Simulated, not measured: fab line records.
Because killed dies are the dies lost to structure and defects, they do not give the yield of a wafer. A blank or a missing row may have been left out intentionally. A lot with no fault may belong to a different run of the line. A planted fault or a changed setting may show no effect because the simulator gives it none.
fab line records	flow sky130
[record] lots = 6	wafers = 18	last-day = 50
route steps=708 shown VIA3@575 PAD_OPEN@708
lots untouched by any fault: they come from a run of this same line in which no faults occurred
start-h: start of the lot's first displayed wafer, in hours after the record's first day	wait-h: time in hours since the lot's previous step	" the same as in the row above	L1.1+2: a single row standing in for several wafers	- either no value or no given start	* or withheld: withheld	< > ~ a bound
route shown NAME@n: NAME is a module with steps in the file, n the number in the route of the first one	usual: mean/standard deviation taken from wafers without a fault	same: alike in all rows	chamber/n: place in a boat	sites: each site's reading	_std_site: the standard deviation of these	_edge_site: the outer-site mean with the inner-site mean subtracted	radius-mm: how far each site lies from the wafer's centre	mask NAME#n: copy n	behind: tool/chamber where the wafer was last shaped	hold: what put the lot on hold/how long, in hours/how the hold closed	device: whichever transistor did not switch (one of n, p or np)	end of line: the same wafers' tests at the end of the route	step lacking rows: just its recipe	killed: dies that structure and defects cost at the first sort, which is not the same as the wafer's yield	map: the dies of a wafer, with x for killed, . for not killed, _ for no die there
set.NAME: the setting the step ran with; set.NAME@STEP: the setting that earlier step ran with	model.NAME: the simulator's own value behind a step, which no gauge read
lots at selected steps of the route; one table per step, one row per wafer
services: when a tool's chamber went out of use (start-h, in hours from the record's first day, below 0 if earlier), for how many hours, and the reason
[[steps]]
[step SKY_VIA3_CMP_02]
[recipe] material = SiO2	down-force-psi = 4	platen-rpm = 60	pad-velocity-m-s = 0.94248
[usual] motor-current-A = 12.1/1.8	slurry-flow-ml-min = 150.0/0.46
lot.wafer	tool	chamber	start-h	wait-h	motor-current-A	slurry-flow-ml-min
L228.4	cmp-02	2	927.25	0.1	12.8	149.0
L228.6	"	1	"	"	9.4	149.4
L228.5	"	2	"	"	12.4	150.0
L229.4	cmp-02	3	935.67	0.0	15.4	150.0
L229.2	"	1	"	"	9.5	150.8
L229.5	"	3	"	"	15.7	150.5
L234.2	cmp-01	3	967.16	0.0	13.0	149.6
L234.3	"	1	"	"	11.5	149.4
L234.6	"	3	"	"	13.1	149.9
L235.1	cmp-01	3	977.41	0.1	13.5	149.9
L235.3	"	0	"	"	13.8	150.3
L235.6	"	1	"	"	11.4	150.2
L241.3	cmp-01	3	1009.56	0.1	12.5	149.2
L241.4	"	1	"	"	11.7	149.5
L241.5	"	2	"	"	11.2	150.2
L248.4	cmp-01	3	1059.99	0.2	12.7	150.1
L248.1	"	1	"	"	11.1	149.2
L248.6	"	3	"	"	12.7	150.2
[step SKY_VIA3_BOW_MEAS_03]
[recipe] mode = bow
[usual] VIA3_BOW = 79/7.8
lot.wafer	tool	chamber	start-h	wait-h	VIA3_BOW[um]
L228.4	film-metro-01	-	927.56	0.3	74
L228.5	"	-	"	"	86
L228.6	"	-	"	"	91
L229.2	film-metro-03	-	935.99	0.2	76
L229.4	"	-	"	"	87
L229.5	"	-	"	"	70
L234.2	film-metro-02	-	967.48	0.3	62
L234.3	"	-	"	"	60
L234.6	"	-	"	"	72
L235.1	film-metro-03	-	977.61	0.1	95
L235.3	"	-	"	"	80
L235.6	"	-	"	"	79
L241.3	film-metro-01	-	1009.85	0.2	82
L241.4	"	-	"	"	84
L241.5	"	-	"	"	80
L248.1	film-metro-03	-	1060.24	0.1	75
L248.4	"	-	"	"	80
L248.6	"	-	"	"	73
[step SKY_VIA3_DEHYDRATE_04]
[recipe] temp-c = 200	time-s = 60
[step SKY_VIA3_HMDS_05]
[recipe] prime-time-s = 60	prime-temp-c = 120
[step SKY_VIA3_COAT_06]
[recipe] resist = BARC	temp-c = withheld	time-s = withheld	spin-rpm = 3000	resist-thk-nm = 60
[step SKY_VIA3_COAT_07]
[recipe] resist = KrF-thick	spin-rpm = 3000	resist-thk-nm = 450
[step SKY_VIA3_SOFTBAKE_08]
[recipe] temp-c = 100	time-s = 90	resist = KrF-thick
[step SKY_VIA3_EXPOSE_09]
[recipe] mask-id = VIM3	na = 0.8	source-shape = annular	sigma-inner = 0.55	sigma-outer = 0.85	target-cd-nm = 200	dose-mj = 38
[step SKY_VIA3_PEB_10]
[recipe] peb-temp-c = withheld	peb-time-s = withheld	resist = KrF-thick
[step SKY_VIA3_DEVELOP_11]
[recipe] develop-time-s = 60	resist = KrF-thick	dev-temp-c = 21
[step SKY_VIA3_CD_MEAS_12]
[recipe] target-cd-nm = 200
[usual] cd-nm = 199.7/1.7
lot.wafer	tool	chamber	start-h	wait-h	cd-nm
L228.4	cd-sem-02	-	951.66	-	199.6
L228.5	"	-	"	"	199.3
L228.6	"	-	"	"	201.0
L229.2	cd-sem-01	-	960.65	-	201.9
L229.4	"	-	"	"	200.1
L229.5	"	-	"	"	201.8
L234.2	cd-sem-02	-	991.08	-	201.4
L234.3	"	-	"	"	201.8
L234.6	"	-	"	"	201.3
L235.1	cd-sem-01	-	1000.22	-	202.5
L235.3	"	-	"	"	201.4
L235.6	"	-	"	"	202.1
L241.3	cd-sem-01	-	1032.59	-	199.7
L241.4	"	-	"	"	201.3
L241.5	"	-	"	"	200.4
L248.1	cd-sem-02	-	1080.80	-	197.9
L248.4	"	-	"	"	198.4
L248.6	"	-	"	"	197.7
[step SKY_VIA3_OVL_MEAS_13]
[usual] VIA3_OVL = 0/6.5
lot.wafer	tool	chamber	start-h	wait-h	VIA3_OVL[nm]
L228.4	overlay-02	-	951.74	0.1	4
L228.5	"	-	"	"	9
L228.6	"	-	"	"	-4
L229.2	overlay-01	-	960.76	0.1	1
L229.4	"	-	"	"	0
L229.5	"	-	"	"	0
L234.2	overlay-02	-	991.19	0.1	0
L234.3	"	-	"	"	0
L234.6	"	-	"	"	1
L235.1	overlay-02	-	1000.34	0.1	-7
L235.3	"	-	"	"	-4
L235.6	"	-	"	"	-7
L241.3	overlay-02	-	1032.68	0.1	5
L241.4	"	-	"	"	-4
L241.5	"	-	"	"	-1
L248.1	overlay-01	-	1080.92	0.1	-6
L248.4	"	-	"	"	1
L248.6	"	-	"	"	-13
[step SKY_VIA3_ETCH_14]
[recipe] chemistry = N2/H2	target = BARC	ion-energy-ev = 200	source-w = 500	bias-w = 100	pressure-mtorr = 30	n2-flow-sccm = 100	h2-flow-sccm = 200	stop-on = SiO2	time-s = 45.9	target-depth-a = 600
[usual] bias-w = 99.98/0.3	drypump-motor-current-A = 5.6/0.48	h2-flow-sccm = 200.0/0.55	oes-product-au = 0.855/0.005	throttle-valve-pct = 13.225/0.0095
lot.wafer	tool	chamber	start-h	wait-h	bias-w	drypump-motor-current-A	h2-flow-sccm	oes-product-au	rf-hours-counter-h	throttle-valve-pct	model.KrF-thick_of_VIA3_COAT_07.thk-nm
L228.4	rie-diel-02	2	951.76	0.0	100.37	6.2	199.8	0.854	10	13.229	394.4
L228.5	"	3	"	"	99.97	5.7	200.5	0.848	-	13.203	393.8
L228.6	"	2	"	"	99.91	6.2	199.9	0.846	-	13.222	393.4
L229.2	rie-diel-02	2	960.79	0.0	100.47	6.2	199.4	0.850	11	13.236	394.5
L229.4	"	3	"	"	99.92	5.7	200.1	0.850	14	13.237	393.1
L229.5	"	1	"	"	99.71	5.2	200.3	0.855	-	13.237	393.1
L234.2	rie-diel-02	2	991.22	0.0	100.04	6.2	199.8	0.845	12	13.216	402.5
L234.3	"	1	"	"	99.70	5.3	199.3	0.857	8	13.210	391.5
L234.6	"	3	"	"	100.14	5.7	199.0	0.852	-	13.243	392.3
L235.1	rie-diel-02	1	1000.38	0.0	99.85	5.3	199.2	0.856	8	13.221	390.7
L235.3	"	2	"	"	99.72	6.2	200.2	0.851	12	13.215	403.3
L235.6	"	0	"	"	100.67	5.0	200.9	0.858	-	13.223	391.5
L241.3	rie-diel-03	2	1032.71	0.0	99.65	5.1	200.7	0.851	14	13.223	396.2
L241.4	"	1	"	"	99.77	5.5	199.2	0.861	14	13.217	394.5
L241.5	"	3	"	"	99.73	5.6	200.0	0.864	-	13.218	393.1
L248.1	rie-diel-01	3	1080.96	0.0	99.69	6.2	200.9	0.859	5	13.225	394.3
L248.4	"	1	"	"	99.60	5.0	200.3	0.858	10	13.238	395
L248.6	"	3	"	"	100.05	6.2	200.7	0.851	-	13.221	393.8
[step SKY_VIA3_ETCH_15]
[recipe] target = SiO2	chemistry = C4F8/O2/Ar	target-depth-nm = 507	stop-on = TiN	mask-material = KrF-thick	source-w = 1500	bias-w = 1200	pressure-mtorr = 40	c4f8-flow-sccm = withheld	O2_flow_sccm = 6	Ar_flow_sccm = 300	time-s = 78
[usual] bias-w = 1200/3.9	oes-product-au = 0.946/0.005
lot.wafer	tool	chamber	start-h	wait-h	bias-w	oes-product-au	rf-hours-counter-h	model.KrF-thick_of_VIA3_COAT_07.thk-nm
L228.4	rie-diel-02	2	951.80	0.0	1196	0.935	10	293.7
L228.5	"	3	"	"	1198	0.948	-	291.1
L228.6	"	2	"	"	1197	0.943	-	292.9
L229.2	rie-diel-02	2	960.83	0.0	1203	0.946	11	294
L229.4	"	3	"	"	1196	0.944	14	291.9
L229.5	"	1	"	"	1200	0.947	-	289.3
L234.2	rie-diel-02	2	991.26	0.0	1201	0.942	12	303.1
L234.3	"	1	"	"	1193	0.946	8	287.9
L234.6	"	3	"	"	1203	0.946	-	291.7
L235.1	rie-diel-02	1	1000.42	0.0	1202	0.940	8	287
L235.3	"	2	"	"	1202	0.949	12	302.6
L235.6	"	0	"	"	1202	0.948	-	289.7
L241.3	rie-diel-03	2	1032.75	0.0	1202	0.947	14	294.9
L241.4	"	1	"	"	1199	0.950	14	295.4
L241.5	"	3	"	"	1198	0.941	-	291.6
L248.1	rie-diel-01	3	1081.00	0.0	1205	0.951	5	292.5
L248.4	"	1	"	"	1195	0.944	10	297.9
L248.6	"	3	"	"	1203	0.940	-	291.6
[step SKY_VIA3_STRIP_16]
[recipe] chemistry = O2/N2	power-w = 1400	pressure-mtorr = 1500	platen-temp-c = withheld	o2-flow-sccm = 3000	n2-flow-sccm = 300	overash-fraction = 0.5
[usual] drypump-motor-current-A = 5.8/0.51	oes-product-au = 0.401/0.0047	strip-time-to-endpoint-s = 4.133/0.029
[same] overash-fraction = 0.5
lot.wafer	tool	chamber	start-h	wait-h	drypump-motor-current-A	oes-product-au	rf-hours-counter-h	strip-time-to-endpoint-s
L228.4	plasma-asher-04	0	951.89	0.1	6.6	0.398	-	4.148
L228.5	"	0	"	"	6.6	0.402	-	4.127
L228.6	"	1	"	"	5.4	0.407	-	4.153
L229.2	plasma-asher-03	1	960.89	0.0	5.1	0.401	78	4.155
L229.4	"	0	"	"	6.1	0.393	-	4.143
L229.5	"	0	"	"	6.1	0.402	-	4.113
L234.2	plasma-asher-04	0	991.32	0.0	6.6	0.412	117	4.248
L234.3	"	1	"	"	5.4	0.396	-	4.081
L234.6	"	0	"	"	6.6	0.402	-	4.143
L235.1	plasma-asher-04	0	1000.48	0.0	6.6	0.405	118	4.068
L235.3	"	0	"	"	6.6	0.407	-	4.247
L235.6	"	0	"	"	6.6	0.407	-	4.122
L241.3	plasma-asher-03	0	1032.84	0.1	6.1	0.409	-	4.185
L241.4	"	1	"	"	5.1	0.412	-	4.176
L241.5	"	1	"	"	5.1	0.404	-	4.129
L248.1	plasma-asher-04	0	1081.06	0.0	6.6	0.404	2	4.146
L248.4	"	0	"	"	6.6	0.408	-	4.189
L248.6	"	1	"	"	5.4	0.394	-	4.131
[step SKY_VIA3_STRIP_17]
[recipe] chemistry = post-etch-residue-remover	time-s = 1200	temp-c = 72.5
[step SKY_PAD_OPEN_PROBE_99]
[usual] defect-limited-yield = 82.5/1.9	killed_at_M0_to_M3 = 43/6.6	killed_at_M4_up = 3.0/1.8	killed-at-contacts = 24/5.1	killed-at-front-end = 16/4.5	killed-at-other = 0.3/0.67	killed-dies = 86/9.3	killed-open = 47/6.9	killed-short = 39/6.6	sort_bin_3_pad_short = 0.9/0.41	sort_bin_5_function = 10.4/1.4	sort_bin_6_memory = 6.2/1.1	sort-n-pass = 406/9.3	sort-yield-pct = 82.5/1.9
[same] gross-dies = 492	killed-at-back-side = 0	sort_bin_4_leakage[%] = 0	sort_bin_8_speed[%] = 0
lot.wafer	tool	chamber	start-h	wait-h	defect-limited-yield[%]	killed_at_M0_to_M3	killed_at_M4_up	killed-at-contacts	killed-at-front-end	killed-at-other	killed-dies	killed-open	killed-short	sort_bin_3_pad_short[%]	sort_bin_5_function[%]	sort_bin_6_memory[%]	sort-n-pass	sort-yield-pct[%]
L228.5	prober-01	-	1095.59	0.2	80.7	41	4	33	16	1	95	45	49	1.2	11.2	6.9	397	80.7
L228.6	prober-01	-	1095.64	0.2	82.7	46	1	23	14	1	85	44	40	0.8	11.4	5.1	407	82.7
L234.2	prober-01	-	1127.01	0.1	83.3	46	4	25	7	0	82	48	34	1.2	12.2	3.3	410	83.3
L234.3	prober-01	-	1127.06	0.2	82.3	44	1	27	15	0	87	48	39	0.2	10.6	6.9	405	82.3
L234.6	prober-01	-	1127.21	0.2	82.5	49	2	26	9	0	86	44	42	0.8	10.2	6.5	406	82.5
L235.1	prober-02	-	1134.69	0.1	84.6	39	3	24	10	0	76	40	35	0.6	8.7	6.1	416	84.6
L235.3	prober-02	-	1134.79	0.2	84.1	32	5	26	15	0	78	41	37	0.6	9.8	5.5	414	84.1
L235.6	prober-02	-	1134.94	0.2	82.5	41	1	29	15	0	86	48	38	0.8	9.8	6.9	406	82.5
L241.3	prober-02	-	1165.64	0.2	80.1	48	5	31	13	1	98	60	38	0.8	13.0	6.1	394	80.1
L241.4	prober-02	-	1165.69	0.2	84.3	35	3	26	13	0	77	43	34	0.6	7.7	7.3	415	84.3
L241.5	prober-02	-	1165.74	0.2	82.9	40	4	28	11	1	84	50	34	0.4	11.8	4.9	408	82.9
// killed by level:class
L228.5 CONTACT:geometric-particle:open=12 POLY_GATE:geometric-particle:short=10 LOCAL_INTERCONNECT:geometric-particle:short=8 VIA1:geometric-particle:open=8 LI_CONTACT:geometric-particle:open=7 METAL1:geometric-particle:short=7 VIA3:geometric-particle:open=6 METAL2:geometric-particle:short=5
L228.6 VIA1:geometric-particle:open=12 VIA2:geometric-particle:open=8 CONTACT:geometric-particle:open=8 VIA1:geometric-particle:short=7 CONTACT:geometric-particle:short=7 VIA3:geometric-particle:open=7 LOCAL_INTERCONNECT:geometric-particle:short=6 FIELD_ISO:geometric-particle:short=5
L234.2 VIA1:geometric-particle:open=11 CONTACT:geometric-particle:open=10 METAL1:geometric-particle:short=6 LI_CONTACT:geometric-particle:open=6 VIA1:geometric-particle:short=6 VIA2:geometric-particle:open=6 VIA3:geometric-particle:open=5 CONTACT:geometric-particle:short=3
L234.3 VIA1:geometric-particle:open=13 CONTACT:geometric-particle:open=9 VIA3:geometric-particle:open=6 FIELD_ISO:geometric-particle:open=5 LI_CONTACT:geometric-particle:open=5 LOCAL_INTERCONNECT:geometric-particle:short=5 METAL1:geometric-particle:short=5 METAL2:geometric-particle:short=4
L234.6 VIA1:geometric-particle:open=10 VIA2:geometric-particle:open=9 LOCAL_INTERCONNECT:geometric-particle:short=7 METAL1:geometric-particle:short=7 LI_CONTACT:geometric-particle:open=6 CONTACT:geometric-particle:open=6 VIA3:geometric-particle:short=5 METAL2:geometric-particle:short=5
L235.1 METAL1:geometric-particle:short=9 LI_CONTACT:geometric-particle:open=8 VIA3:geometric-particle:open=7 CONTACT:geometric-particle:open=5 VIA1:geometric-particle:open=5 CONTACT:geometric-particle:short=4 METAL2:geometric-particle:short=4 VIA2:geometric-particle:short=4
L235.3 CONTACT:geometric-particle:open=9 VIA1:geometric-particle:open=9 LI_CONTACT:geometric-particle:open=8 POLY_GATE:geometric-particle:short=6 METAL1:geometric-particle:short=6 VIA2:geometric-particle:open=3 SPACER:geometric-particle:short=3 SPACER:geometric-particle:open=3
L235.6 CONTACT:geometric-particle:open=9 VIA1:geometric-particle:open=7 LOCAL_INTERCONNECT:geometric-particle:short=6 CONTACT:geometric-particle:short=6 METAL1:geometric-particle:open=6 FIELD_ISO:geometric-particle:open=5 LI_CONTACT:geometric-particle:open=5 METAL2:geometric-particle:short=5
L241.3 LI_CONTACT:geometric-particle:open=11 CONTACT:geometric-particle:open=10 VIA1:geometric-particle:short=8 VIA2:geometric-particle:open=8 VIA1:geometric-particle:open=7 FIELD_ISO:geometric-particle:open=6 METAL2:geometric-particle:short=6 VIA3:geometric-particle:open=5
L241.4 CONTACT:geometric-particle:open=10 LI_CONTACT:geometric-particle:open=8 VIA1:geometric-particle:open=8 VIA2:geometric-particle:short=7 FIELD_ISO:geometric-particle:short=4 VIA2:geometric-particle:open=4 VIA3:geometric-particle:open=4 POLY_GATE:geometric-particle:short=3
L241.5 VIA1:geometric-particle:open=16 CONTACT:geometric-particle:open=11 CONTACT:geometric-particle:short=6 METAL1:geometric-particle:short=5 LI_CONTACT:geometric-particle:open=5 LOCAL_INTERCONNECT:geometric-particle:short=4 VIA1:geometric-particle:short=4 VIA3:geometric-particle:open=4
[[services]]
tool	chamber	start-h	hours	kind
plasma-asher-04	-	903.55	5.6	repair
rie-diel-03	2	903.91	3.3	repair
cmp-02	-	912.29	4.0	pm
plasma-asher-03	-	921.94	0.9	repair
cmp-01	-	923.52	2.9	repair
plasma-asher-03	-	925.26	8.4	repair
rie-diel-03	1	948.92	5.3	repair
cmp-02	-	951.09	0.5	repair
cmp-02	-	962.98	4.2	repair
rie-diel-01	-	963.08	0.8	repair
rie-diel-03	3	971.64	1.4	repair
plasma-asher-04	-	983.88	2.8	pm
cmp-02	-	1005.00	1.9	repair
cmp-01	-	1017.02	1.7	repair
cmp-01	-	1022.14	8.7	pm
rie-diel-03	0	1027.18	2.5	repair
plasma-asher-04	-	1055.34	9.0	pm
plasma-asher-04	0	1055.34	9.0	vent-cycle
plasma-asher-04	1	1055.34	9.0	vent-cycle
cmp-01	-	1057.03	0.6	repair
plasma-asher-04	0	1064.34	-	clean
plasma-asher-04	1	1064.34	-	clean
cmp-01	-	1074.24	0.7	repair
rie-diel-02	2	1078.31	14.8	repair
[[key]]
[first-sign] step = SKY_VIA3_STRIP_16	reading = strip-time-to-endpoint-s	direction = up	sigmas = 4	usual = *	struck = *
effect none on later readings
[model-effect] step = SKY_VIA3_ETCH_14	value = KrF-thick_of_VIA3_COAT_07.thk-nm	without = 394	struck = 402.9
[model-effect] step = SKY_VIA3_ETCH_15	value = KrF-thick_of_VIA3_COAT_07.thk-nm	without = 293.9	struck = 302.9
met-at SKY_VIA3_ETCH_14
struck-wafers L234.2,L235.3
onset-between 960.79 991.22
[fault] kind = process-parameter-drift	tool = rie-diel-02	chamber = 2	onset-h = 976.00	steps = SKY_VIA3_ETCH_14	channel = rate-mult	offset = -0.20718	shape = step	end-h = 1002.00
